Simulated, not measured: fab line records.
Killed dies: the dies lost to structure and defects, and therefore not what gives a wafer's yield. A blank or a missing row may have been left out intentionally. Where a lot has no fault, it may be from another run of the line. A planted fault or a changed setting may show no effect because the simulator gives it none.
Split-lot trial | flow sky130 | on a route of 708 steps: 5 lots, 23 wafers read

ON THE SPLIT
At SKY_VT_ADJUST_HVTP_DEVELOP_06 (develop time 60 s), the setting dev temp c was moved away from the recipe's 23 C on 5 of the 23 wafers read, by +10.4% to +15.5%. All remaining wafers had this setting at the recipe value.

Between the split and the reading, the file records no step.

THE READING
At SKY_VT_ADJUST_HVTP_CD_MEAS_07: cd nm in nanometres, against a target cd of 380 nm. On this fab line, fault-free wafers typically give 379.6 nm with a standard deviation of 2.8 nm.

wafer  | tool, chamber at the split | dev temp c as run, C | against the recipe | cd nm, nm | against lot-mates on the recipe
L074.1 | litho track-02, 0          | 23                   | recipe             | 374.4     | -
L074.2 | litho track-02, 0          | 23                   | recipe             | 374.8     | -
L074.6 | litho track-02, 0          | 23                   | recipe             | 376.1     | -
L080.2 | litho track-03, 0          | 23                   | recipe             | 379.3     | -
L080.3 | litho track-03, 0          | 23                   | recipe             | 380.2     | -
L080.4 | litho track-03, 0          | 25.39                | +10.4%             | 371.1     | -8.6
L080.5 | litho track-03, 0          | 25.39                | +10.4%             | 369.5     | -10.2
L080.6 | litho track-03, 0          | 25.39                | +10.4%             | 370.9     | -8.9
L081.1 | litho track-02, 0          | 23                   | recipe             | 376.6     | -
L081.2 | litho track-02, 0          | 23                   | recipe             | 382.1     | -
L081.4 | litho track-02, 0          | 23                   | recipe             | 378.2     | -
L081.5 | litho track-02, 0          | 23                   | recipe             | 377.8     | -
L081.6 | litho track-02, 0          | 23                   | recipe             | 380.6     | -
L082.1 | litho track-03, 0          | 23                   | recipe             | 377.0     | -
L082.3 | litho track-03, 0          | 23                   | recipe             | 376.9     | -
L082.4 | litho track-03, 0          | 23                   | recipe             | 372.9     | -
L082.5 | litho track-03, 0          | 23                   | recipe             | 376.0     | -
L082.6 | litho track-03, 0          | 23                   | recipe             | 376.8     | -
L085.1 | litho track-03, 0          | 23                   | recipe             | 379.8     | -
L085.2 | litho track-03, 0          | 23                   | recipe             | 385.6     | -
L085.3 | litho track-03, 0          | 26.56                | +15.5%             | 366.8     | -14.8
L085.5 | litho track-03, 0          | 26.56                | +15.5%             | 370.3     | -11.3
L085.6 | litho track-03, 0          | 23                   | recipe             | 379.4     | -

THE FIT
A straight line over all 23 wafers: cd nm changes by -0.655 nm for each +1% of dev temp c; r = -0.79; the points scatter about the line by 2.8 nm.
The same after taking each lot's own level away (the mean of its wafers on the recipe; 23 wafers): -0.861 nm for each +1%; r = -0.94; scatter 1.8 nm.
That fit puts the effect of the largest move of dev temp c on the reading at 13 nm.
Across the lots, their own levels run from 375.10 to 381.60 nm, a range of 2.3 times the standard deviation given above.
So the lot-to-lot level blurs the effect unless lot-mates are compared.
Check: with one of the wafers moved furthest among these (+15.5%) left out of the fit, the line predicts -12.7 nm for it against its lot-mates. Against them it came out at -14.8 nm.

OTHER SPLITS ON THESE WAFERS
Note: prior to the reading, these wafers also went through further splits. Each is held against what the fit with the lots' levels taken away leaves over:
other split on the same wafers      | wafers away from the commonest value | r with cd nm (lot level and that fit taken away)
SKY_FIELD_ISO_OXIDATION_01 temp c   | 10                                   | +0.02
SKY_FIELD_ISO_CVD_03 temp c         | 15                                   | +0.03
SKY_NWELL_IMPLANT_24 energy kev     | 7                                    | +0.01
SKY_VT_ADJUST_HVTP_COAT_02 spin rpm | 5                                    | +0.54

THE FILE'S OWN FIT
cd nm changes by -0.858 nm for each +1% of dev temp c, r = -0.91.
